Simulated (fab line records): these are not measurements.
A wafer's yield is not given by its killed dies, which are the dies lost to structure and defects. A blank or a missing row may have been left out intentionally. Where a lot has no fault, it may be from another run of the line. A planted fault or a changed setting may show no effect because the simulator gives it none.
fab line records	flow sky130
record: lots: 24	wafers: 72	lastDay: 50
route steps=708 shown POLY_CUT@316 VIA2@510 CAPM@549 CAP2M@615 METAL5@677
lots that met no fault: from a run of the same line without faults
startH: start of the lot's first displayed wafer, in hours after the record's first day	waitH: how many hours have passed since the lot's step before this one	" as in the row above	L1.1+2: a row that stands for several wafers	- no value present, or no start provided	* or withheld: withheld	< > ~ a bound
route shown NAME@n: a module of which the file shows steps, and the number in the route of the first	usual: mean/standard deviation taken from wafers without a fault	same: alike in all rows	chamber/n: place in a boat	sites: readings site by site	_std_site: the values' standard deviation	_edge_site: outer sites' mean less inner sites'	radiusMm: for every site, how far away it sits from the centre of the wafer	mask NAME#n: copy n	behind: tool/chamber where the wafer was last shaped	hold: reason for holding the lot/hours on hold/outcome of the hold	device: the transistor (n, p or np) that didn't switch	end of line: tests of these same wafers at the route's end	where a step has no rows: the recipe by itself	killed: the dies lost at the first sort to structure and to defects; this is not the yield of the wafer	map: a wafer's dies, marking killed ones x, the rest . and places with no die _
set.NAME: the setting the step ran with; set.NAME@STEP: the setting that earlier step ran with	model.NAME: the simulator's own value behind a step, which no gauge read
one table for each step of the route and one row for each wafer, over a sample of lots
services: from which hour (startH, from the record's first day; less than 0 if before it) a tool's chamber was out of use, for how many hours, and why
== steps ==
step: SKY_POLY_CUT_OVL_MEAS_09
usual: POLY_CUT_OVL: -1/5.7
lot.wafer	tool	chamber	startH	waitH	POLY_CUT_OVL[nm]
L074.1	overlay-02	-	560.00	0.1	-9
L074.4	"	-	"	"	1
L074.6	"	-	"	"	-2
L075.3	overlay-01	-	565.25	0.1	3
L075.5	"	-	"	"	1
L075.6	"	-	"	"	-7
L076.4	overlay-02	-	571.51	0.1	0
L076.5	"	-	"	"	-2
L076.6	"	-	"	"	3
L077.1	overlay-01	-	591.14	0.1	7
L077.4	"	-	"	"	12
L077.6	"	-	"	"	13
L079.2	overlay-01	-	593.06	0.1	9
L079.3	"	-	"	"	-6
L079.4	"	-	"	"	0
L078.2	overlay-01	-	599.49	0.1	1
L078.5	"	-	"	"	2
L078.6	"	-	"	"	2
L080.1	overlay-02	-	612.50	0.1	-5
L080.3	"	-	"	"	-11
L080.5	"	-	"	"	-3
L081.1	overlay-01	-	621.54	0.1	-1
L081.4	"	-	"	"	6
L081.5	"	-	"	"	-2
L082.1	overlay-02	-	649.75	0.1	2
L082.5	"	-	"	"	-4
L082.6	"	-	"	"	-1
L083.1	overlay-01	-	651.84	0.1	6
L083.3	"	-	"	"	4
L083.6	"	-	"	"	-3
L085.1	overlay-01	-	652.19	0.1	12
L085.4	"	-	"	"	3
L085.6	"	-	"	"	3
L084.2	overlay-01	-	657.01	0.1	-2
L084.5	"	-	"	"	1
L084.6	"	-	"	"	3
L086.4	overlay-02	-	668.81	0.1	-1
L086.5	"	-	"	"	-8
L086.6	"	-	"	"	0
L087.1	overlay-02	-	674.14	0.1	-7
L087.2	"	-	"	"	-11
L087.6	"	-	"	"	-12
L088.2	overlay-01	-	705.86	16.3	4
L088.5	"	-	"	"	-5
L088.6	"	-	"	"	9
L090.1	overlay-01	-	706.36	8.0	5
L090.2	"	-	"	"	7
L090.4	"	-	"	"	-2
L089.3	overlay-02	-	706.59	4.9	-8
L089.4	"	-	"	"	4
L089.6	"	-	"	"	9
L091.4	overlay-02	-	707.47	0.1	5
L091.5	"	-	"	"	-3
L091.6	"	-	"	"	2
L092.2	overlay-01	-	708.94	0.1	-5
L092.5	"	-	"	"	-1
L092.6	"	-	"	"	1
L093.1	overlay-01	-	731.27	0.1	1
L093.4	"	-	"	"	-10
L093.5	"	-	"	"	-8
L094.1	overlay-01	-	736.25	0.1	-5
L094.3	"	-	"	"	-3
L094.6	"	-	"	"	-4
L095.1	overlay-02	-	736.36	0.1	2
L095.3	"	-	"	"	8
L095.5	"	-	"	"	5
L096.2	overlay-01	-	740.66	0.1	-18
L096.4	"	-	"	"	-10
L096.6	"	-	"	"	-11
L097.2	overlay-01	-	741.24	0.1	-1
L097.3	"	-	"	"	-11
L097.6	"	-	"	"	-5
step: SKY_VIA2_BOW_MEAS_03
recipe: mode: bow
usual: VIA2_BOW: 84/7
lot.wafer	tool	chamber	startH	waitH	VIA2_BOW[um]
L074.1	filmMetro-02	-	823.97	0.2	84
L074.4	"	-	"	"	87
L074.6	"	-	"	"	79
L075.3	filmMetro-01	-	825.21	0.2	73
L075.5	"	-	"	"	74
L075.6	"	-	"	"	93
L076.4	filmMetro-02	-	843.64	0.3	79
L076.5	"	-	"	"	77
L076.6	"	-	"	"	96
L077.1	filmMetro-04	-	846.65	0.2	85
L077.4	"	-	"	"	94
L077.6	"	-	"	"	95
L079.2	filmMetro-04	-	847.65	0.1	86
L079.3	"	-	"	"	85
L079.4	"	-	"	"	86
L078.2	filmMetro-04	-	852.11	0.2	91
L078.5	"	-	"	"	87
L078.6	"	-	"	"	76
L080.1	filmMetro-04	-	876.23	0.1	89
L080.3	"	-	"	"	88
L080.5	"	-	"	"	94
L081.1	filmMetro-02	-	881.46	0.1	83
L081.4	"	-	"	"	84
L081.5	"	-	"	"	96
L082.1	filmMetro-02	-	887.79	0.1	88
L082.5	"	-	"	"	84
L082.6	"	-	"	"	91
L083.1	filmMetro-04	-	887.96	0.2	82
L083.3	"	-	"	"	80
L083.6	"	-	"	"	82
L085.1	filmMetro-04	-	889.01	0.2	83
L085.4	"	-	"	"	77
L085.6	"	-	"	"	73
L084.2	filmMetro-02	-	899.69	0.1	90
L084.5	"	-	"	"	93
L084.6	"	-	"	"	94
L086.4	filmMetro-01	-	914.90	0.2	89
L086.5	"	-	"	"	91
L086.6	"	-	"	"	81
L087.1	filmMetro-04	-	923.44	0.2	70
L087.2	"	-	"	"	76
L087.6	"	-	"	"	84
L088.2	filmMetro-04	-	936.96	0.2	88
L088.5	"	-	"	"	85
L088.6	"	-	"	"	93
L090.1	filmMetro-01	-	940.55	0.2	74
L090.2	"	-	"	"	84
L090.4	"	-	"	"	74
L089.3	filmMetro-04	-	942.84	0.1	87
L089.4	"	-	"	"	92
L089.6	"	-	"	"	84
L091.4	filmMetro-01	-	946.45	0.3	101
L091.5	"	-	"	"	89
L091.6	"	-	"	"	90
L092.2	filmMetro-01	-	948.61	0.2	67
L092.5	"	-	"	"	78
L092.6	"	-	"	"	70
L093.1	filmMetro-01	-	973.69	0.2	80
L093.4	"	-	"	"	85
L093.5	"	-	"	"	74
L095.1	filmMetro-04	-	976.98	0.2	81
L095.3	"	-	"	"	83
L095.5	"	-	"	"	94
L094.1	filmMetro-02	-	977.19	0.2	69
L094.3	"	-	"	"	86
L094.6	"	-	"	"	81
L096.2	filmMetro-02	-	981.97	0.2	86
L096.4	"	-	"	"	92
L096.6	"	-	"	"	93
L097.2	filmMetro-02	-	984.16	0.2	73
L097.3	"	-	"	"	83
L097.6	"	-	"	"	78
step: SKY_VIA2_CD_MEAS_12
recipe: targetCdNm: 200
usual: cdNm: 200.4/1.6
lot.wafer	tool	chamber	startH	waitH	cdNm
L074.1	cdSem-02	-	850.32	-	199.5
L074.4	"	-	"	"	200.6
L074.6	"	-	"	"	199.7
L075.3	cdSem-02	-	851.86	-	199.2
L075.5	"	-	"	"	198.1
L075.6	"	-	"	"	198.4
L076.4	cdSem-01	-	869.73	-	201.0
L076.5	"	-	"	"	199.5
L076.6	"	-	"	"	200.3
L077.1	cdSem-01	-	872.47	-	200.9
L077.4	"	-	"	"	201.8
L077.6	"	-	"	"	201.9
L079.2	cdSem-02	-	873.39	-	200.3
L079.3	"	-	"	"	200.2
L079.4	"	-	"	"	199.2
L078.2	cdSem-02	-	878.59	-	197.0
L078.5	"	-	"	"	197.6
L078.6	"	-	"	"	198.0
L080.1	cdSem-02	-	900.62	-	199.5
L080.3	"	-	"	"	199.8
L080.5	"	-	"	"	199.2
L081.1	cdSem-02	-	906.92	-	201.0
L081.4	"	-	"	"	202.1
L081.5	"	-	"	"	201.8
L082.1	cdSem-01	-	910.57	-	201.5
L082.5	"	-	"	"	201.8
L082.6	"	-	"	"	201.6
L083.1	cdSem-02	-	911.02	-	201.3
L083.3	"	-	"	"	201.9
L083.6	"	-	"	"	202.1
L085.1	cdSem-01	-	911.37	-	199.9
L085.4	"	-	"	"	201.6
L085.6	"	-	"	"	200.4
L084.2	cdSem-01	-	924.84	-	198.9
L084.5	"	-	"	"	200.7
L084.6	"	-	"	"	199.0
L086.4	cdSem-02	-	939.58	-	199.5
L086.5	"	-	"	"	199.5
L086.6	"	-	"	"	200.0
L087.1	cdSem-02	-	947.77	-	200.8
L087.2	"	-	"	"	200.0
L087.6	"	-	"	"	201.0
L088.2	cdSem-01	-	961.29	-	199.4
L088.5	"	-	"	"	200.6
L088.6	"	-	"	"	201.0
L090.1	cdSem-01	-	965.22	-	201.2
L090.2	"	-	"	"	201.3
L090.4	"	-	"	"	201.4
L089.3	cdSem-02	-	967.16	-	200.7
L089.4	"	-	"	"	200.1
L089.6	"	-	"	"	201.0
L091.4	cdSem-01	-	971.13	-	200.1
L091.5	"	-	"	"	199.2
L091.6	"	-	"	"	198.8
L092.2	cdSem-02	-	972.14	-	199.6
L092.5	"	-	"	"	196.6
L092.6	"	-	"	"	198.2
L093.1	cdSem-01	-	997.47	-	205.0
L093.4	"	-	"	"	202.9
L093.5	"	-	"	"	203.8
L095.1	cdSem-02	-	1000.22	-	199.8
L095.3	"	-	"	"	198.9
L095.5	"	-	"	"	201.6
L094.1	cdSem-01	-	1000.87	-	203.0
L094.3	"	-	"	"	203.0
L094.6	"	-	"	"	203.1
L096.2	cdSem-02	-	1005.84	-	198.7
L096.4	"	-	"	"	199.0
L096.6	"	-	"	"	197.7
L097.2	cdSem-02	-	1007.39	-	202.2
L097.3	"	-	"	"	200.1
L097.6	"	-	"	"	202.3
step: SKY_CAPM_OVL_MEAS_12
usual: CAPM_OVL: 1.0/1.3
lot.wafer	tool	chamber	startH	waitH	CAPM_OVL[nm]
L074.1	overlay-01	-	878.87	0.1	0.6
L074.4	"	-	"	"	0.5
L074.6	"	-	"	"	0.3
L075.3	overlay-01	-	879.79	0.1	2.9
L075.5	"	-	"	"	-0.5
L075.6	"	-	"	"	0.1
L076.4	overlay-02	-	901.85	0.1	-0.3
L076.5	"	-	"	"	0.0
L076.6	"	-	"	"	-1.6
L077.1	overlay-01	-	902.62	0.1	1.0
L077.4	"	-	"	"	-0.6
L077.6	"	-	"	"	2.7
L079.2	overlay-02	-	903.54	0.1	0.6
L079.3	"	-	"	"	0.5
L079.4	"	-	"	"	0.7
L078.2	overlay-02	-	905.58	0.1	2.6
L078.5	"	-	"	"	2.6
L078.6	"	-	"	"	1.5
L080.1	overlay-02	-	926.57	0.1	3.9
L080.3	"	-	"	"	-0.5
L080.5	"	-	"	"	0.3
L081.1	overlay-01	-	934.12	0.1	3.7
L081.4	"	-	"	"	1.8
L081.5	"	-	"	"	0.3
L082.1	overlay-01	-	937.57	0.1	1.3
L082.5	"	-	"	"	4.0
L082.6	"	-	"	"	1.3
L083.1	overlay-02	-	937.83	0.1	2.0
L083.3	"	-	"	"	0.9
L083.6	"	-	"	"	3.3
L085.1	overlay-01	-	938.13	0.1	0.3
L085.4	"	-	"	"	2.3
L085.6	"	-	"	"	1.4
L084.2	overlay-01	-	951.23	0.1	-0.8
L084.5	"	-	"	"	-0.2
L084.6	"	-	"	"	-0.2
L086.4	overlay-02	-	966.10	0.1	-0.1
L086.5	"	-	"	"	0.9
L086.6	"	-	"	"	1.1
L087.1	overlay-02	-	973.57	0.1	2.9
L087.2	"	-	"	"	-0.5
L087.6	"	-	"	"	2.7
L088.2	overlay-01	-	986.48	0.1	0.5
L088.5	"	-	"	"	-1.2
L088.6	"	-	"	"	-0.2
L090.1	overlay-02	-	990.82	0.1	-0.6
L090.2	"	-	"	"	1.7
L090.4	"	-	"	"	-0.4
L089.3	overlay-01	-	992.09	0.1	0.8
L089.4	"	-	"	"	1.9
L089.6	"	-	"	"	-0.5
L091.4	overlay-02	-	996.54	0.1	3.2
L091.5	"	-	"	"	2.3
L091.6	"	-	"	"	3.4
L092.2	overlay-01	-	998.73	0.1	1.7
L092.5	"	-	"	"	-1.8
L092.6	"	-	"	"	0.4
L093.1	overlay-02	-	1022.37	0.1	2.7
L093.4	"	-	"	"	1.5
L093.5	"	-	"	"	2.1
L095.1	overlay-02	-	1024.32	0.1	-0.5
L095.3	"	-	"	"	1.6
L095.5	"	-	"	"	0.2
L094.1	overlay-01	-	1026.33	0.1	1.9
L094.3	"	-	"	"	1.2
L094.6	"	-	"	"	1.1
L096.2	overlay-01	-	1031.03	0.1	1.5
L096.4	"	-	"	"	1.2
L096.6	"	-	"	"	0.8
L097.2	overlay-02	-	1032.28	0.1	3.7
L097.3	"	-	"	"	3.7
L097.6	"	-	"	"	2.7
step: SKY_CAP2M_OVL_MEAS_12
usual: CAP2M_OVL: 0.1/1.2
lot.wafer	tool	chamber	startH	waitH	CAP2M_OVL[nm]
L074.1	overlay-01	-	958.57	0.1	0.3
L074.4	"	-	"	"	0.6
L074.6	"	-	"	"	1.2
L075.3	overlay-01	-	958.88	0.1	0.0
L075.5	"	-	"	"	-2.3
L075.6	"	-	"	"	-1.2
L076.4	overlay-01	-	977.74	0.1	0.7
L076.5	"	-	"	"	1.6
L076.6	"	-	"	"	2.0
L077.1	overlay-01	-	980.52	0.1	1.8
L077.4	"	-	"	"	0.4
L077.6	"	-	"	"	-0.4
L079.2	overlay-01	-	980.98	0.1	0.5
L079.3	"	-	"	"	0.6
L079.4	"	-	"	"	1.6
L078.2	overlay-01	-	982.68	0.1	0.0
L078.5	"	-	"	"	-1.8
L078.6	"	-	"	"	-1.7
L080.1	overlay-01	-	1001.77	0.1	0.7
L080.3	"	-	"	"	-1.3
L080.5	"	-	"	"	-0.4
L081.1	overlay-02	-	1009.67	0.1	1.2
L081.4	"	-	"	"	-0.5
L081.5	"	-	"	"	-0.5
L083.1	overlay-01	-	1012.07	0.1	0.1
L083.3	"	-	"	"	-0.9
L083.6	"	-	"	"	1.2
L085.1	overlay-02	-	1012.27	0.1	0.7
L085.4	"	-	"	"	-1.3
L085.6	"	-	"	"	-0.2
L082.1	overlay-02	-	1013.17	0.1	1.7
L082.5	"	-	"	"	-0.4
L082.6	"	-	"	"	0.1
L084.2	overlay-01	-	1025.43	0.1	0.5
L084.5	"	-	"	"	0.1
L084.6	"	-	"	"	-0.1
L086.4	overlay-02	-	1040.34	0.1	1.0
L086.5	"	-	"	"	0.4
L086.6	"	-	"	"	0.7
L087.1	overlay-01	-	1047.82	0.1	0.4
L087.2	"	-	"	"	0.2
L087.6	"	-	"	"	1.0
L088.2	overlay-02	-	1058.08	0.1	-0.9
L088.5	"	-	"	"	2.2
L088.6	"	-	"	"	-0.6
L090.1	overlay-02	-	1061.62	0.1	0.1
L090.2	"	-	"	"	1.5
L090.4	"	-	"	"	1.0
L089.3	overlay-01	-	1062.89	0.1	-0.1
L089.4	"	-	"	"	1.8
L089.6	"	-	"	"	0.6
L091.4	overlay-01	-	1068.49	0.1	-2.9
L091.5	"	-	"	"	-0.4
L091.6	"	-	"	"	-1.2
L092.2	overlay-01	-	1070.33	0.1	2.3
L092.5	"	-	"	"	1.0
L092.6	"	-	"	"	1.5
L093.1	overlay-02	-	1091.22	0.1	-0.2
L093.4	"	-	"	"	0.8
L093.5	"	-	"	"	-1.1
L095.1	overlay-01	-	1093.07	0.1	1.1
L095.3	"	-	"	"	2.1
L095.5	"	-	"	"	1.8
L094.1	overlay-02	-	1096.07	0.1	-1.0
L094.3	"	-	"	"	-1.0
L094.6	"	-	"	"	1.2
L096.2	overlay-02	-	1099.68	0.1	-0.3
L096.4	"	-	"	"	-0.4
L096.6	"	-	"	"	-1.0
L097.2	overlay-01	-	1101.73	0.1	-2.0
L097.3	"	-	"	"	-0.1
L097.6	"	-	"	"	-2.6
step: SKY_METAL5_STRIP_16
recipe: chemistry: O2/N2	powerW: 1441	pressureMtorr: 1500	platenTempC: withheld	o2FlowSccm: 3000	n2FlowSccm: 300	overashFraction: 0.5
usual: drypumpMotorCurrentA: 5.7/0.67	oesProductAu: 0.721/0.0046	stripTimeToEndpointS: 12.84/0.13
lot.wafer	tool	chamber	startH	waitH	drypumpMotorCurrentA	oesProductAu	rfHoursCounterH	stripTimeToEndpointS
L074.1	plasmaAsher-01	1	1032.64	0.2	5.7	0.715	28	12.85
L074.4	"	0	"	"	4.9	0.726	-	12.92
L074.6	"	0	"	"	4.9	0.718	-	12.86
L075.3	plasmaAsher-04	1	1034.03	0.1	5.1	0.717	-	12.86
L075.5	"	1	"	"	5.2	0.722	-	12.83
L075.6	"	0	"	"	5.6	0.720	-	12.81
L076.4	plasmaAsher-02	1	1051.49	0.1	5.3	0.716	-	12.90
L076.5	"	0	"	"	6.8	0.723	-	12.68
L076.6	"	1	"	"	5.3	0.719	-	12.90
L077.1	plasmaAsher-02	0	1053.34	0.2	6.8	0.722	58	12.68
L077.4	"	1	"	"	5.3	0.722	-	12.80
L077.6	"	1	"	"	5.3	0.718	-	12.66
L079.2	plasmaAsher-02	1	1054.04	0.2	5.3	0.717	58	12.76
L079.3	"	0	"	"	6.8	0.716	-	12.89
L079.4	"	1	"	"	5.3	0.724	-	12.96
L078.2	plasmaAsher-02	1	1055.79	0.2	5.3	0.732	59	13.02
L078.5	"	1	"	"	5.3	0.720	-	12.81
L078.6	"	0	"	"	6.8	0.718	-	12.90
L080.1	plasmaAsher-02	1	1071.54	0.2	5.3	0.718	60	13.02
L080.3	"	0	"	"	6.8	0.720	-	12.80
L080.5	"	0	"	"	6.8	0.718	-	12.80
L081.1	plasmaAsher-02	0	1079.54	0.2	6.7	0.727	61	13.15
L081.4	"	1	"	"	5.3	0.719	-	12.92
L081.5	"	0	"	"	6.8	0.724	-	13.07
L083.1	plasmaAsher-02	0	1081.29	0.2	6.8	0.715	61	12.77
L083.3	"	1	"	"	5.3	0.726	-	12.81
L083.6	"	0	"	"	6.8	0.726	-	13.05
L085.1	plasmaAsher-04	0	1081.59	0.2	5.6	0.719	2	13.04
L085.4	"	0	"	"	5.6	0.713	-	12.63
L085.6	"	0	"	"	5.6	0.712	-	13.09
L082.1	plasmaAsher-04	1	1083.99	0.2	5.1	0.716	2	12.96
L082.5	"	1	"	"	5.2	0.725	-	12.98
L082.6	"	0	"	"	5.6	0.721	-	12.84
L084.2	plasmaAsher-02	0	1095.10	0.2	6.8	0.724	62	12.83
L084.5	"	0	"	"	6.8	0.722	-	12.90
L084.6	"	1	"	"	5.3	0.714	-	12.68
L086.4	plasmaAsher-04	1	1107.77	0.1	5.2	0.712	-	12.54
L086.5	"	0	"	"	5.6	0.731	-	12.93
L086.6	"	1	"	"	5.2	0.720	-	12.62
L087.1	plasmaAsher-02	0	1114.44	0.2	6.7	0.717	64	12.90
L087.2	"	1	"	"	5.3	0.719	64	12.96
L087.6	"	1	"	"	5.3	0.723	-	12.93
L088.2	plasmaAsher-02	1	1123.91	0.3	5.3	0.718	66	12.87
L088.5	"	1	"	"	5.3	0.722	-	12.83
L088.6	"	0	"	"	6.8	0.720	-	12.79
L090.1	plasmaAsher-02	1	1125.55	0.2	5.3	0.724	67	12.51
L090.2	"	0	"	"	6.7	0.720	67	12.75
L090.4	"	1	"	"	5.3	0.721	-	12.55
L089.3	plasmaAsher-01	1	1127.18	0.1	5.6	0.725	-	12.94
L089.4	"	0	"	"	4.9	0.722	-	12.63
L089.6	"	1	"	"	5.6	0.721	-	12.60
L091.4	plasmaAsher-01	0	1131.82	0.1	4.9	0.720	-	12.61
L091.5	"	1	"	"	5.7	0.716	-	12.80
L091.6	"	0	"	"	4.9	0.724	-	12.71
L092.2	plasmaAsher-01	1	1133.95	0.2	5.6	0.722	36	12.95
L092.5	"	1	"	"	5.6	0.720	-	12.88
L092.6	"	0	"	"	4.9	0.724	-	12.92
L093.1	plasmaAsher-01	0	1151.29	0.2	4.9	0.723	37	12.90
L093.4	"	0	"	"	4.9	0.727	-	12.94
L093.5	"	1	"	"	5.7	0.725	-	12.89
L095.1	plasmaAsher-04	1	1154.74	0.2	5.2	0.718	8	12.94
L095.3	"	1	"	"	5.2	0.716	-	12.92
L095.5	"	1	"	"	5.2	0.722	-	12.91
L094.1	plasmaAsher-01	1	1156.89	0.2	5.7	0.718	38	12.67
L094.3	"	1	"	"	5.6	0.723	-	12.96
L094.6	"	1	"	"	5.7	0.731	-	12.94
L096.2	plasmaAsher-02	0	1162.36	0.3	6.7	0.723	70	12.94
L096.4	"	1	"	"	5.3	0.716	-	12.90
L096.6	"	0	"	"	6.8	0.721	-	12.91
L097.2	plasmaAsher-04	0	1163.09	0.2	5.6	0.720	9	12.95
L097.3	"	1	"	"	5.2	0.728	-	12.89
L097.6	"	0	"	"	5.6	0.714	-	13.09
== services ==
tool	chamber	startH	hours	kind
plasmaAsher-04	-	1055.25	9.0	pm
plasmaAsher-04	0	1055.25	9.0	ventCycle
plasmaAsher-04	1	1055.25	9.0	ventCycle
plasmaAsher-04	0	1064.25	-	clean
plasmaAsher-04	1	1064.25	-	clean
plasmaAsher-01	-	1097.69	1.8	repair
plasmaAsher-01	-	1111.52	15.6	pm
plasmaAsher-04	-	1120.79	12.1	repair
== key ==
fault none
